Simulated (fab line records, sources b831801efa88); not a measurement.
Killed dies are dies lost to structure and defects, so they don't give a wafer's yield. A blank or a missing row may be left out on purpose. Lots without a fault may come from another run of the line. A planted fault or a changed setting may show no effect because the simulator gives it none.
Chamber matching | flow sky130 | SKY_VIA1_HDPCVD_00 on hdpcvd-01: 3 sister chambers
The step deposits SiO2, target thk 1030 nm, time 171.7 s. 15 wafers are shown with their chamber, then 7 later ones without.

WAFERS WITH THEIR CHAMBER
wafer  | chamber | run_length_s (s)
L695.1 | 0       | 199.9
L695.3 | 1       | 199.0
L695.5 | 2       | 199.6
L696.1 | 0       | 200.0
L696.2 | 2       | 199.5
L696.5 | 1       | 199.4
L699.2 | 2       | 199.2
L699.3 | 0       | 200.6
L700.2 | 1       | 199.0
L700.3 | 0       | 200.2
L709.1 | 2       | 199.8
L709.2 | 0       | 200.7
L709.4 | 2       | 199.2
L712.1 | 0       | 201.0
L712.3 | 1       | 199.0

SIGNATURES (means of the wafers above)
reading      | chamber 0 | chamber 1 | chamber 2 | scatter within a chamber
run_length_s | 200.400   | 199.100   | 199.460   | 0.333
Rule: a wafer's distance from a chamber is the root of the sum, over the readings, of the square of ((its reading less the chamber's mean) divided by the reading's scatter). The wafer belongs to the nearest chamber; if the next one is less than 2 further off, it can't be placed. The scatter: the root of (the sum of the squares of (reading less its chamber's mean) over the shown wafers, divided by (wafers less chambers)).

WAFERS WITHOUT THEIR CHAMBER
wafer  | run_length_s (s)
L712.4 | 199.4
L715.2 | 199.5
L715.4 | 199.8
L715.5 | 199.2
L716.1 | 199.2
L716.3 | 199.4
L716.6 | 199.8

WHICH CHAMBER EACH WENT THROUGH
wafer  | from the rows above          | in truth
L712.4 | can't be placed: 2 or 1      | 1
L715.2 | can't be placed: 2 or 1      | 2
L715.4 | can't be placed: 2 or 0 or 1 | 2
L715.5 | can't be placed: 1 or 2      | 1
L716.1 | can't be placed: 1 or 2      | 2
L716.3 | can't be placed: 2 or 1      | 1
L716.6 | can't be placed: 2 or 0 or 1 | 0
Placed correctly: 0 of 7. Can't be placed from these rows: 7 (the true chamber is among the candidates in 7). Placed wrongly: 0.
